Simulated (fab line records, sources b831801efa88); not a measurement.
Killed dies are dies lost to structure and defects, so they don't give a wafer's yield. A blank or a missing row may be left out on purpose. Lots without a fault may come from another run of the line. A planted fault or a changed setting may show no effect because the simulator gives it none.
A struck lot beside a sound one | flow sky130 | 15 steps out of a route of 708
Sound: wafers L653.4, L653.5, L653.6. Struck: wafer L664.5. (L664.1, L664.4 of the same lot were not struck and are left out.) The cause comes at the end.
At each step with rows: each side's tool, then ch and its chambers, then its first start. Under that, the readings that differ: sound wafers | struck wafers | difference of the means | sigmas: that difference in standard deviations of wafers without a fault.
alike: readings whose means differ by less than 2 such deviations, and words and numbers that are the same on both sides. not compared: withheld readings, readings that some wafer has no value for, bounds like >300 that may hide the same value, and numbers for which the record gives no deviation and whose values overlap.
The two part at a step that has a row with sigmas, a row that says differs or no value, or rows on one side only. Numbers that don't overlap but have no deviation are shown without sigmas and don't part them. A reading that every wafer of one side lacks parts them only if that side has two wafers or more.

SKY_CONTACT_ETCH_17: etches SiO2 in C4F8/O2/Ar, stops on Si3N4, target depth 340 nm.
  sound on rie_diel-02 ch 0,2,3, day 34 20:43; struck on rie_diel-03 ch 1, day 38 12:51
  alike: oes_product_au
then, 5 steps without rows for these wafers: SKY_CONTACT_ETCH_18 (etches Si3N4 in CHF3/O2, stops on TiN, time 39 s, target depth 75 nm); SKY_CONTACT_STRIP_19 (strips in O2/N2); SKY_CONTACT_STRIP_20 (strips in post etch residue remover, time 1200 s); SKY_CONTACT_CLEAN_21 (cleans in IPA, time 180 s); SKY_CONTACT_CLEAN_22 (cleans in O3/DIW).
SKY_CONTACT_SPUTTER_23: material TiN, target thk 20 nm, time 80 s.
  sound on pvd_sputter-03, day 34 21:23; struck on pvd_sputter-02, day 38 13:33
  alike: throttle_valve_pct
SKY_CONTACT_CVD_24: deposits W, target thk 340 nm, time 102.12 s.
  sound on cvd_w-01 ch 0,1, day 34 21:29; struck on cvd_w-01 ch 1, day 38 13:37
  alike: heater_power_w
SKY_CONTACT_RS_MEAS_25: measures by four-point-probe.
  sound on film_metro-02, day 34 21:37; struck on film_metro-04, day 38 13:43
  alike: CONTACT_W_RS
SKY_CONTACT_THK_MEAS_26: measures by xrf.
  sound on film_metro-02, day 34 21:42; struck on film_metro-04, day 38 13:50
  alike: CONTACT_W_THK
SKY_CONTACT_CMP_27: polishes, stops on SiO2, t overpolish 15 s, target thk 0 nm.
  sound on cmp-02 ch 2,3, day 34 21:44; struck on cmp-02 ch 2, day 38 13:54
  alike: motor_current_A, overpolish_run_s, platen_rpm, retaining_ring_pressure_frac, slurry_filter_dp_kPa, time_to_endpoint_s
SKY_METAL1_SPUTTER_00: material Ti, target thk 15 nm, time 10 s.
  sound on pvd_sputter-04, day 34 22:02; struck on pvd_sputter-01, day 38 14:13
  reading                | sound          | struck | difference | sigmas
  throttle_valve_pct (%) | 30.7 30.9 30.4 | 28.2   | -2.5       | -2
SKY_METAL1_SPUTTER_01: material TiN, target thk 20 nm, time 16.7 s.
  sound on pvd_sputter-04, day 34 22:03; struck on pvd_sputter-01, day 38 14:14
  reading                                    | sound            | struck | difference | sigmas
  throttle_valve_pct (%)                     | 30.8 30.6 30.5   | 28.1   | -2.5       | -2
  model.TiN_of_METAL1_SPUTTER_01.thk_nm (nm) | 19.8 20.07 19.89 | 31.9   | +12.0      |
then, 1 step without rows for these wafers: SKY_METAL1_SPUTTER_02 (material AlCu, target thk 250 nm, time 13.3 s).
SKY_PAD_OPEN_PROBE_99:
  the record has rows for the sound wafers here (prober-02, day 48 14:06) and none for the struck ones

WHERE THEY PART
First at SKY_METAL1_SPUTTER_00; last, within this record, at SKY_PAD_OPEN_PROBE_99.

WHY: what the simulator had put in
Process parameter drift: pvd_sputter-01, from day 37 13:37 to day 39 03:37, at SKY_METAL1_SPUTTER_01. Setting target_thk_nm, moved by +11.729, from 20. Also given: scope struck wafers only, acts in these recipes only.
